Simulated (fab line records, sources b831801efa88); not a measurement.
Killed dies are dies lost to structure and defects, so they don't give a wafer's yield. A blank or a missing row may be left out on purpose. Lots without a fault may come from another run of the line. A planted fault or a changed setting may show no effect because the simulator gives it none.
Problem report in the 8D (eight disciplines) form, filled by code | flow sky130 | the parts of the form that need people (team, actions taken, sign-off) are left out

1. THE PROBLEM
spin_speed_rpm at SKY_VIA2_COAT_07 reads a mean of 3069.0 rpm on 6 wafers of 2 lots; wafers without a fault read 3000.1 rpm with a standard deviation of 2. That is +34 standard deviations from the usual mean.
The step: resist thk 450 nm.
First seen on wafer L593.1, day 41 12:00, on litho_track-02. The record holds 39 wafers of 13 lots with a number at this step. Rule for "out", or "out of limits": more than 4 standard deviations from the usual mean. The other wafers with a number count as sound.

2. WHAT IT IS AND WHAT IT IS NOT
question                    | is                     | is not
which readings at this step | spin_speed_rpm         | resist_line_temp_C
which lots                  | L593, L594             | L577, L578, L579, L581, L582, L585, L586, L595, L596, L598, L599
which wafers of those lots  | all that have a number | -
read on which tools         | litho_track-02         | litho_track-01, litho_track-04
when                        | from day 41 12:00      | up to then (21 sound wafers); but 12 sound wafers of L595, L596, L598, L599 came after

3. SUSPECTS, AND WHAT RULES EACH OUT
Counting: a tool at a process step up to the reading stays a suspect if it ran every lot that is out and no sound lot after the first of them.
- litho_track-02 at SKY_VIA2_COAT_07 (resist thk 450 nm): kept. It ran every lot that is out, first L593 (day 41 12:00), and no sound lot after that; its last sound lot up to then is L586 (day 38 06:00). Its own readings are out on those wafers: spin_speed_rpm.
Left after counting: litho_track-02 at SKY_VIA2_COAT_07.

4. THE CAUSE (what the simulator had put in)
Process parameter drift: litho_track-02, from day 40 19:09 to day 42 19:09, at SKY_VIA2_COAT_07. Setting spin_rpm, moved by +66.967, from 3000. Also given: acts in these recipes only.
Counting left only this tool.

5. THE CHAIN OF EFFECTS, in route order
Each row: a reading whose mean over the struck wafers that have a number lies more than 3 standard deviations from the usual. Only readings for which the record gives a usual standard deviation are gone through. hours: the time from each lot's start at the first step in this table that gives one to its start at this step, as a median over the lots. sigmas: the change in usual standard deviations.
hours | step             | reading        | usual      | on struck wafers | change | sigmas
0     | SKY_VIA2_COAT_07 | spin_speed_rpm | 3000.1 rpm | 3069.0           | +68.9  | +34
The process steps in it:
- SKY_VIA2_COAT_07: resist thk 450 nm.
Later measuring or inspecting steps at which every struck wafer that the step has a row for has a number for every such reading, and none has moved that far: SKY_VIA2_CD_MEAS_12.

6. WHAT WOULD HAVE CAUGHT IT SOONER
In this record the first reading out of limits was taken at day 41 12:00, 17 hours after the fault began at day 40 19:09.
